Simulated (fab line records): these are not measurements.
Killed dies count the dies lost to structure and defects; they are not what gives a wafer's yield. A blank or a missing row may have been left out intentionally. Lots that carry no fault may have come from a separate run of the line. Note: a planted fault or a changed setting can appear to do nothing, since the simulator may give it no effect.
Comparing a struck lot with a sound one ; flow sky130 ; 14 steps out of a route of 708
Sound: these wafers, L696.1, L696.5, L696.6. The struck wafers were L712.2, L712.3, L712.4. The cause comes at the end.
Each step with rows lists, per side, the tool, then ch with its chambers, then its first start. Under that, the readings that differ: sound wafers ; struck wafers ; difference of the means ; sigmas: that difference in standard deviations of wafers without a fault.
alike: readings with means less than 2 such deviations apart, plus words and numbers identical on both sides. not compared: withheld readings, readings lacking a value on some wafer, bounds such as >300 that could conceal the same value, and numbers that have no deviation in the record and whose values overlap.
The two part at a step that has a row with sigmas, a row that says differs or no value, or rows on one side only. When numbers do not overlap yet have no deviation, they are printed without sigmas and do not part them. A reading that every wafer of one side lacks parts them only if that side has two wafers or more.

SKY_METAL1_SPUTTER_01: material TiN, target thk 20 nm, time 16.7 s.
  sound on pvd_sputter-01 at day 32 11:28; struck on pvd_sputter-03 at day 37 06:09
  alike: throttle_valve_pct
SKY_METAL1_SPUTTER_02: material AlCu, target thk 250 nm, time 13.3 s.
  sound on pvd_sputter-01 at day 32 11:30; struck on pvd_sputter-03 at day 37 06:11
  alike: throttle_valve_pct
SKY_METAL1_SPUTTER_03: material Ti, target thk 5 nm, time 3.3 s.
  sound on pvd_sputter-01 at day 32 11:31; struck on pvd_sputter-03 at day 37 06:12
  alike: throttle_valve_pct
SKY_METAL1_SPUTTER_04: material TiN, target thk 70 nm, time 58.3 s.
  sound on pvd_sputter-01 at day 32 11:32; struck on pvd_sputter-03 at day 37 06:13
  alike: throttle_valve_pct
SKY_METAL1_RS_MEAS_05: a four-point-probe measurement.
  sound on film_metro-02 at day 32 11:35; struck on film_metro-03 at day 37 06:18
  alike: METAL1_ALCU_RS
SKY_METAL1_THK_MEAS_06: measures by xrf.
  sound on film_metro-02 at day 32 11:43; struck on film_metro-03 at day 37 06:25
  alike: METAL1_ALCU_THK
then, 6 steps without rows for these wafers: SKY_METAL1_DEHYDRATE_07 (time 60 s); SKY_METAL1_HMDS_08 (prime time 60 s); SKY_METAL1_COAT_09 (resist thk 60 nm); SKY_METAL1_COAT_10 (resist thk 450 nm); SKY_METAL1_SOFTBAKE_11 (time 90 s); SKY_METAL1_EXPOSE_12 (exposes mask MM1, target cd 140 nm).
SKY_METAL1_PEB_13:
  sound on litho_track-04 ch 0, day 33 13:00; struck on litho_track-04, day 38 07:00
reading;sound;struck;difference;sigmas
exhaust_pa (Pa);44.8 44.8 46.7;- - -;no value on the struck wafers;
  not compared: chill_plate_temp_C
then, 1 step without rows for these wafers: SKY_METAL1_DEVELOP_14 (develop time 60 s).

WHERE THEY PART
SKY_METAL1_PEB_13 only, going by this record.

WHY: the cause the simulator had injected
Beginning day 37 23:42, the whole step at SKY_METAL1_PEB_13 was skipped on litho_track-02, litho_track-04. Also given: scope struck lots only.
